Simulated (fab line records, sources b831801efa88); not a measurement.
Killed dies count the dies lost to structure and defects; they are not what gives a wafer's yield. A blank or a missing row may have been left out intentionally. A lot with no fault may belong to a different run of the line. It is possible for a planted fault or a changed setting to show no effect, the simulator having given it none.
Split-lot experiment :: flow sky130 :: 5 lots, 23 wafers read, on a route of 708 steps

## SPLIT DETAILS
At SKY_LDD_P_DEVELOP_06 (develop time 60 s), the setting dev temp c was moved away from the recipe's 23 C on 6 of the 23 wafers read, by -9.6% to +13.2%. For the rest of the wafers, this setting stayed at what the recipe calls for.

Split to reading: the file shows no intervening step.

## THE READING
cd nm, in nm, at SKY_LDD_P_CD_MEAS_07 (target cd 380 nm). On this fab line, fault-free wafers typically give 380.1 nm with a standard deviation of 2.1 nm.

wafer: L076.2
tool, chamber at the split: litho track-04, 0
dev temp c as run, C: 26.03
against the recipe: +13.2%
cd nm, nm: 370.7
against lot-mates on the recipe: -8.7

wafer: L076.3
tool, chamber at the split: litho track-04, 0
dev temp c as run, C: 23
against the recipe: recipe
cd nm, nm: 378.5
against lot-mates on the recipe: -

wafer: L076.4
tool, chamber at the split: litho track-04, 0
dev temp c as run, C: 26.03
against the recipe: +13.2%
cd nm, nm: 370.8
against lot-mates on the recipe: -8.6

wafer: L076.5
tool, chamber at the split: litho track-04, 0
dev temp c as run, C: 23
against the recipe: recipe
cd nm, nm: 380.0
against lot-mates on the recipe: -

wafer: L076.6
tool, chamber at the split: litho track-04, 0
dev temp c as run, C: 23
against the recipe: recipe
cd nm, nm: 379.6
against lot-mates on the recipe: -

wafer: L075.1
tool, chamber at the split: litho track-01, 0
dev temp c as run, C: 23
against the recipe: recipe
cd nm, nm: 376.6
against lot-mates on the recipe: -

wafer: L075.2
tool, chamber at the split: litho track-01, 0
dev temp c as run, C: 23
against the recipe: recipe
cd nm, nm: 378.7
against lot-mates on the recipe: -

wafer: L075.3
tool, chamber at the split: litho track-01, 0
dev temp c as run, C: 25.9
against the recipe: +12.6%
cd nm, nm: 371.5
against lot-mates on the recipe: -5.4

wafer: L075.5
tool, chamber at the split: litho track-01, 0
dev temp c as run, C: 23
against the recipe: recipe
cd nm, nm: 375.5
against lot-mates on the recipe: -

wafer: L075.6
tool, chamber at the split: litho track-01, 0
dev temp c as run, C: 25.9
against the recipe: +12.6%
cd nm, nm: 366.1
against lot-mates on the recipe: -10.8

wafer: L079.3
tool, chamber at the split: litho track-02, 0
dev temp c as run, C: 23
against the recipe: recipe
cd nm, nm: 377.2
against lot-mates on the recipe: -

wafer: L079.5
tool, chamber at the split: litho track-02, 0
dev temp c as run, C: 23
against the recipe: recipe
cd nm, nm: 380.5
against lot-mates on the recipe: -

wafer: L079.6
tool, chamber at the split: litho track-02, 0
dev temp c as run, C: 23
against the recipe: recipe
cd nm, nm: 379.8
against lot-mates on the recipe: -

wafer: L082.1
tool, chamber at the split: litho track-04, 0
dev temp c as run, C: 23
against the recipe: recipe
cd nm, nm: 381.4
against lot-mates on the recipe: -

wafer: L082.2
tool, chamber at the split: litho track-04, 0
dev temp c as run, C: 23
against the recipe: recipe
cd nm, nm: 377.4
against lot-mates on the recipe: -

wafer: L082.3
tool, chamber at the split: litho track-04, 0
dev temp c as run, C: 20.79
against the recipe: -9.6%
cd nm, nm: 388.7
against lot-mates on the recipe: +8.7

wafer: L082.4
tool, chamber at the split: litho track-04, 0
dev temp c as run, C: 20.79
against the recipe: -9.6%
cd nm, nm: 383.8
against lot-mates on the recipe: +3.8

wafer: L082.5
tool, chamber at the split: litho track-04, 0
dev temp c as run, C: 23
against the recipe: recipe
cd nm, nm: 381.1
against lot-mates on the recipe: -

wafer: L084.1
tool, chamber at the split: litho track-02, 0
dev temp c as run, C: 23
against the recipe: recipe
cd nm, nm: 382.6
against lot-mates on the recipe: -

wafer: L084.2
tool, chamber at the split: litho track-02, 0
dev temp c as run, C: 23
against the recipe: recipe
cd nm, nm: 382.0
against lot-mates on the recipe: -

wafer: L084.4
tool, chamber at the split: litho track-02, 0
dev temp c as run, C: 23
against the recipe: recipe
cd nm, nm: 380.3
against lot-mates on the recipe: -

wafer: L084.5
tool, chamber at the split: litho track-02, 0
dev temp c as run, C: 23
against the recipe: recipe
cd nm, nm: 379.6
against lot-mates on the recipe: -

wafer: L084.6
tool, chamber at the split: litho track-02, 0
dev temp c as run, C: 23
against the recipe: recipe
cd nm, nm: 384.6
against lot-mates on the recipe: -

FIT RESULTS
A straight line over all 23 wafers: cd nm changes by -0.746 nm for each +1% of dev temp c; r = -0.89; the points scatter about the line by 2.4 nm.
The same after taking each lot's own level away (the mean of its wafers on the recipe; 23 wafers): -0.651 nm for each +1%; r = -0.92; scatter 1.8 nm.
Per that fit: largest dev temp c move, reading shift of 8.6 nm.
Measured against the standard deviation above, the lots' own levels, which go from 376.93 to 381.82 nm, span 2.3 times it.
Thus the slope moves with the lot-to-lot level: the two fits are different.
Check: with one of the wafers moved furthest among these (+13.2%) left out of the fit, the line predicts -8.54 nm for it against its lot-mates. It came out at -8.67 nm against them.

## OTHER SPLITS APPLIED TO THESE WAFERS
Note: prior to the reading, these wafers also went through further splits. Each is held against what the fit with the lots' levels taken away leaves over:
other split on the same wafers: SKY_GATE_OXIDE_SOFTBAKE_06 temp c
wafers away from the commonest value: 10
r with cd nm (lot level and that fit taken away): -0.02

other split on the same wafers: SKY_GATE_OXIDE_IMPLANT_11 energy kev
wafers away from the commonest value: 7
r with cd nm (lot level and that fit taken away): -0.24

other split on the same wafers: SKY_RES_PROTECT_COAT_02 resist thk nm
wafers away from the commonest value: 8
r with cd nm (lot level and that fit taken away): -0.07

other split on the same wafers: SKY_POLY_GATE_IMPLANT_02 dose cm2
wafers away from the commonest value: 10
r with cd nm (lot level and that fit taken away): +0.01

other split on the same wafers: SKY_POLY_GATE_EXPOSE_10 dose mj
wafers away from the commonest value: 9
r with cd nm (lot level and that fit taken away): -0.18

other split on the same wafers: SKY_LDD_P_COAT_02 spin rpm
wafers away from the commonest value: 9
r with cd nm (lot level and that fit taken away): +0.60

## FILE'S OWN FIT
cd nm changes by -0.649 nm for each +1% of dev temp c, r = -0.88.
